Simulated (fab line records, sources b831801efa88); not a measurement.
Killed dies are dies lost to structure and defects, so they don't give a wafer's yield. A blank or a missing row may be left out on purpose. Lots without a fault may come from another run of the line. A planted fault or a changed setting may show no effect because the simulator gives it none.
A struck lot beside a sound one | flow sky130 | 22 steps out of a route of 708
Sound: wafers L358.1, L358.2, L358.5. Struck: wafers L365.1, L365.2, L365.6. The cause comes at the end.
At each step with rows: each side's tool, then ch and its chambers, then its first start. Under that, the readings that differ: sound wafers | struck wafers | difference of the means | sigmas: that difference in standard deviations of wafers without a fault.
alike: readings whose means differ by less than 2 such deviations, and words and numbers that are the same on both sides. not compared: withheld readings, readings that some wafer has no value for, bounds like >300 that may hide the same value, and numbers for which the record gives no deviation and whose values overlap.
The two part at a step that has a row with sigmas, a row that says differs or no value, or rows on one side only. Numbers that don't overlap but have no deviation are shown without sigmas and don't part them. A reading that every wafer of one side lacks parts them only if that side has two wafers or more.

SKY_VIA4_RS_MEAS_19: measures by four-point-probe.
  sound on film_metro-03, day 44 03:28; struck on film_metro-01, day 46 04:04
  alike: VIA4_W_RS
SKY_VIA4_THK_MEAS_20: measures by xrf.
  sound on film_metro-03, day 44 03:35; struck on film_metro-01, day 46 04:11
  alike: VIA4_W_THK
SKY_VIA4_CMP_21: polishes, stops on SiO2, t overpolish 25 s, target thk 0 nm.
  sound on cmp-02 ch 0,2, day 44 03:39; struck on cmp-02 ch 0,2,3, day 46 04:32
  alike: motor_current_A, overpolish_run_s, time_to_endpoint_s
SKY_METAL5_SPUTTER_00: material Ti, target thk 15 nm, time 10 s.
  sound on pvd_sputter-03, day 44 03:57; struck on pvd_sputter-03, day 46 04:50
  alike: throttle_valve_pct
SKY_METAL5_SPUTTER_01: material TiN, target thk 20 nm, time 16.7 s.
  sound on pvd_sputter-03, day 44 03:58; struck on pvd_sputter-03, day 46 04:52
  alike: throttle_valve_pct
SKY_METAL5_SPUTTER_02: material AlCu, target thk 1150 nm, time 61.2 s.
  sound on pvd_sputter-03, day 44 03:59; struck on pvd_sputter-03, day 46 04:53
  alike: throttle_valve_pct
then, 1 step without rows for these wafers: SKY_METAL5_SPUTTER_03 (material Ti, target thk 5 nm, time 3.3 s).
SKY_METAL5_SPUTTER_04: material TiN, target thk 70 nm, time 58.3 s.
  sound on pvd_sputter-03, day 44 04:04; struck on pvd_sputter-03, day 46 04:58
  alike: throttle_valve_pct
SKY_METAL5_RS_MEAS_05: measures by four-point-probe.
  sound on film_metro-02, day 44 04:07; struck on film_metro-03, day 46 05:01
  alike: METAL5_ALCU_RS
SKY_METAL5_THK_MEAS_06: measures by xrf.
  sound on film_metro-02, day 44 04:14; struck on film_metro-03, day 46 05:08
  alike: METAL5_ALCU_THK
then, 2 steps without rows for these wafers: SKY_METAL5_DEHYDRATE_07 (time 60 s); SKY_METAL5_HMDS_08 (prime time 60 s).
SKY_METAL5_COAT_09: resist thk 1800 nm.
  sound on litho_track-03 ch 0, day 44 15:01; struck on litho_track-03 ch 0, day 46 15:07
  reading                                     | sound          | struck         | difference | sigmas
  model.NOVOLAK_of_METAL5_COAT_09.thk_nm (nm) | 1801 1800 1802 | 1934 1933 1930 | +131       |
then, 4 steps without rows for these wafers: SKY_METAL5_SOFTBAKE_10 (time 60 s); SKY_METAL5_EXPOSE_11 (exposes mask MM5, target cd 1600 nm); SKY_METAL5_PEB_12; SKY_METAL5_DEVELOP_13 (develop time 60 s).
SKY_METAL5_DESCUM_14: chemistry O2, time 11 s.
  sound on rie_metal-04 ch 0,1, day 45 02:22; struck on rie_metal-02 ch 0,1, day 47 01:31
  reading                 | sound          | struck         | difference | sigmas
  model.METAL5.cd_nm (nm) | 1598 1597 1599 | 1612 1611 1609 | +13        |
  alike: drypump_motor_current_A, oes_product_au, rf_fwd_power_W
  not compared: rf_hours_counter_h
SKY_METAL5_METAL_ETCH_15: etches the open film in Cl2/BCl3, stops on SiO2, target depth 1260 nm, time 252 s.
  sound on rie_metal-04 ch 0,1, day 45 02:24; struck on rie_metal-02 ch 0,1, day 47 01:33
  reading                                     | sound          | struck         | difference | sigmas
  model.NOVOLAK_of_METAL5_COAT_09.thk_nm (nm) | 1048 1045 1047 | 1156 1158 1160 | +111       |
  model.METAL5.cd_nm (nm)                     | 1598 1603 1602 | 1613 1607 1610 | +9         |
  alike: drypump_motor_current_A, oes_product_au, rf_fwd_power_W, throttle_valve_pct
  not compared: rf_hours_counter_h
SKY_METAL5_STRIP_16: strips in O2/N2.
  sound on plasma_asher-02 ch 0,1, day 45 02:38; struck on plasma_asher-03 ch 0,1, day 47 01:47
  reading                      | sound             | struck            | difference | sigmas
  strip_time_to_endpoint_s (s) | 13.23 13.19 13.23 | 14.45 14.45 14.50 | +1.25      | +10
  alike: drypump_motor_current_A, n2_flow_sccm, o2_flow_sccm, oes_product_au
  not compared: rf_hours_counter_h
then, 1 step without rows for these wafers: SKY_METAL5_STRIP_17 (strips in post etch residue remover, time 1200 s).
SKY_PAD_OPEN_PROBE_99:
  sound on prober-01, day 47 00:16; struck on prober-02, day 48 20:08
  reading     | sound    | struck   | difference | sigmas
  killed_open | 57 60 62 | 42 42 48 | -16        | -2
  alike: defect_limited_yield, killed_at_M0_to_M3, killed_at_M4_up, killed_at_contacts, killed_at_front_end, killed_at_other, killed_dies, killed_on_rim, killed_short, sort_bin_3_pad_short, sort_bin_5_function, sort_bin_6_memory, sort_n_pass, sort_yield_pct
  not compared: model.etest.met5.width_nm

WHERE THEY PART
First at SKY_METAL5_STRIP_16; last, within this record, at SKY_PAD_OPEN_PROBE_99.

WHY: what the simulator had put in
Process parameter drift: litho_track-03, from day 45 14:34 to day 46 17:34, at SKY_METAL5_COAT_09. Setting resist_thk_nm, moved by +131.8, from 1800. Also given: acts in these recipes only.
